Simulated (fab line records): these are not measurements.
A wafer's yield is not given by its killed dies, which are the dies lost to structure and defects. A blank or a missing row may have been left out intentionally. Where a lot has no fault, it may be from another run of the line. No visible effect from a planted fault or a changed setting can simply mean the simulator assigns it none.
The tool behind it: which one? | flow sfq-line | 42 wafers from 14 lots sampled at 3 of the route's 325 steps

WHAT EACH GAUGE READ, for each wafer
SFQ_L0V_OVL_MEAS_903.
lot  | measured     | on         | L0V_OVL (nm)
L507 | day 7 12:29  | overlay-01 | 2 -1 -3
L508 | day 7 22:04  | overlay-02 | -5 0 3
L509 | day 8 12:28  | overlay-01 | 0 2 10
L510 | day 8 18:28  | overlay-02 | 3 5 2
L511 | day 9 04:10  | overlay-01 | 8 4 -8
L512 | day 9 06:48  | overlay-02 | 5 10 -3
L514 | day 10 02:58 | overlay-01 | -2 3 12
L516 | day 10 17:05 | overlay-01 | 8 7 1
L522 | day 12 18:23 | overlay-01 | -2 1 -2
L524 | day 13 07:15 | overlay-02 | -3 -5 -2
L525 | day 13 15:49 | overlay-02 | 3 -4 7
L526 | day 13 20:27 | overlay-02 | 5 0 -2
L528 | day 14 10:54 | overlay-02 | 1 4 -6
L529 | day 14 20:11 | overlay-01 | -2 -2 2

SFQ_I2_BOW_MEAS_917.
lot  | measured     | on            | I2_BOW (um)
L507 | day 32 10:49 | film-metro-04 | 16 11 10
L508 | day 32 14:21 | film-metro-04 | 8 7 7
L509 | day 32 17:57 | film-metro-01 | 4 -6 5
L510 | day 32 23:57 | film-metro-01 | 4 4 5
L511 | day 34 06:52 | film-metro-02 | 12 5 16
L512 | day 34 15:47 | film-metro-04 | -2 0 5
L514 | day 35 03:52 | film-metro-02 | -2 -16 4 - - -
L516 | day 36 06:42 | film-metro-01 | 5 9 0 - - -
L522 | day 39 07:07 | film-metro-04 | 14 12 5
L524 | day 39 22:07 | film-metro-04 | 1 -12 -7
L525 | day 40 19:09 | film-metro-02 | 7 2 16
L526 | day 43 00:48 | film-metro-02 | 5 4 4
L528 | day 46 03:22 | film-metro-01 | -3 10 -3
L529 | day 46 14:22 | film-metro-01 | -6 -12 -4

TOOL THAT RAN EACH LOT (tool first, then ch and the chambers of the sampled wafers, then the start)
lot  | SFQ_TRILAYER_I2_CMP_CMP_064
L507 | cmp-02 ch 2,3, day 32 07:45
L508 | cmp-02 ch 0,1,3, day 32 11:21
L509 | cmp-02 ch 0,2,3, day 32 14:57
L510 | cmp-02 ch 0,1,2, day 32 21:27
L511 | cmp-02 ch 0,2, day 34 04:22
L512 | cmp-01 ch 1,2,3, day 34 13:16
L514 | cmp-02 ch 0,1,3, day 35 01:22
L516 | cmp-02 ch 1,2,3, day 36 05:08
L522 | cmp-02 ch 0,2,3, day 39 04:07
L524 | cmp-02 ch 1,2, day 39 19:07
L525 | cmp-02 ch 0,1,3, day 40 16:07
L526 | cmp-02 ch 0,1,3, day 42 22:48
L528 | cmp-02 ch 0,1,3, day 46 01:19
L529 | cmp-02 ch 0,3, day 46 11:22
- SFQ_TRILAYER_I2_CMP_CMP_064: polishes SiO2.

WHAT THE TOOLS THEMSELVES READ (means of the sampled wafers that have a number; where no wafer has one, the mark that the record gives instead)
SFQ_TRILAYER_I2_CMP_CMP_064.
lot  | tool   | motor-current-A (A) | retaining-ring-pressure-frac | slurry-filter-dp-kPa (kPa) | time-to-endpoint-s (s)
L507 | cmp-02 | 10.2                | 0.995                        | 13.51                      | 213
L508 | cmp-02 | 10.4                | 0.998                        | 13.58                      | 204
L509 | cmp-02 | 10.2                | 0.999                        | 13.59                      | 212
L510 | cmp-02 | 10.0                | 1.001                        | 13.47                      | 200
L511 | cmp-02 | 10.0                | 0.996                        | 13.36                      | 207
L512 | cmp-01 | 10.0                | 0.998                        | 13.49                      | 213
L514 | cmp-02 | 10.5                | 1.001                        | 13.55                      | 219
L516 | cmp-02 | 10.1                | 1.003                        | 13.49                      | 231
L522 | cmp-02 | 10.3                | 1.000                        | 13.38                      | 209
L524 | cmp-02 | 9.8                 | 1.000                        | 13.42                      | 194
L525 | cmp-02 | 10.1                | 0.998                        | 13.56                      | 201
L526 | cmp-02 | 10.5                | 0.999                        | 13.57                      | 198
L528 | cmp-02 | 10.2                | 0.997                        | 13.49                      | 209
L529 | cmp-02 | 10.9                | 0.997                        | 13.34                      | 222

THE ANSWER, worked out from the rows above alone
Rule: the usual values come from the lots themselves. The widest of any qualifying gaps counts: lots, ordered by their means at a reading, are off when they make up no more than a third of the lots, leave a main group of 4 or more, and stand apart from it by 3 or more times the standard deviation of that group's means. If all means in a main group match to the digits the tables above print for the reading, that group is not used. Also off: a lot with no number at a reading for which 4 or more lots have one. All remaining lots with rows at the step are treated as sound. The gauges are gone through in route order, then the tools' own readings, and for those a lot's mean is taken as printed above. The first step at which some lot is off is used, and at that step the reading that is off furthest; a lot without a number counts as furthest.
None of the lots is off at any reading shown; this tells nothing.

WHAT THE SIMULATOR HAD PUT IN
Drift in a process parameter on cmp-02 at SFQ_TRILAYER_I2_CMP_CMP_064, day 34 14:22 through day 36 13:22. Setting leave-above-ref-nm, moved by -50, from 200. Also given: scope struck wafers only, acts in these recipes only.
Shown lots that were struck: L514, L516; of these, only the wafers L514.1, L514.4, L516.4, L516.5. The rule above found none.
